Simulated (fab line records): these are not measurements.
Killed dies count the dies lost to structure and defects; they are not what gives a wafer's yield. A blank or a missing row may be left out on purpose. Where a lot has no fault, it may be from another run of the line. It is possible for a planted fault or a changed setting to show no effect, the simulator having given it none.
Which tool did it?	flow sky130	6 lots with 18 wafers sampled at 3 steps, on a route of 708 steps

== WHAT THE GAUGES SHOWED, per wafer ==
SKY_CAP2M_THK_MEAS_04: measures by xrf.
lot	measured	on	CAP2M_TIN_THK (nm)
L281	day 40 06:28	film-metro-01	201.4 200.1 202.6
L284	day 40 22:08	film-metro-02	197.8 202.8 198.9
L292	day 43 14:05	film-metro-01	196.7 194.4 194.9
L296	day 44 20:13	film-metro-03	201.9 202.5 203.8
L303	day 46 07:52	film-metro-03	200.2 195.8 198.5
L302	day 46 12:25	film-metro-02	195.4 193.1 193.4

== WHAT TOOL EACH LOT RAN ON (gives the tool, then ch and the chambers of the sampled wafers, and finally the start) ==
lot	SKY_CONTACT_STRIP_19	SKY_CAP2M_SPUTTER_02
L281	plasma-asher-03 ch 0,1, day 32 01:23	pvd-sputter-03, day 40 06:14
L284	plasma-asher-04 ch 0,1, day 32 19:44	pvd-sputter-01, day 40 21:55
L292	plasma-asher-04 ch 0,1, day 35 17:28	pvd-sputter-01, day 43 13:52
L296	plasma-asher-03 ch 1, day 37 06:09	pvd-sputter-02, day 44 19:59
L303	plasma-asher-01 ch 0,1, day 38 23:53	pvd-sputter-03, day 46 07:38
L302	plasma-asher-01 ch 0,1, day 39 03:09	pvd-sputter-01, day 46 12:05
- SKY_CONTACT_STRIP_19: strips in O2/N2.
- SKY_CAP2M_SPUTTER_02: material TiN, target thk 200 nm, time 166.7 s.

== THE ANSWER, worked out from the rows above alone ==
Rule: what is usual is taken from the lots themselves. The widest of any qualifying gaps counts: lots, ordered by their means at a reading, are off when they make up no more than a third of the lots, leave a main group of 4 or more, and stand apart from it by 3 or more times the standard deviation of that group's means. The tables above print the reading to a certain number of digits; a main group whose means all agree to those digits is not used. Also off: a lot with no number at a reading for which 4 or more lots have one. Where the step has rows for the other lots, those lots are counted as sound.
Across all readings shown, no lot is off: no conclusion can be drawn from this.

== WHAT WAS PUT IN BY THE SIMULATOR ==
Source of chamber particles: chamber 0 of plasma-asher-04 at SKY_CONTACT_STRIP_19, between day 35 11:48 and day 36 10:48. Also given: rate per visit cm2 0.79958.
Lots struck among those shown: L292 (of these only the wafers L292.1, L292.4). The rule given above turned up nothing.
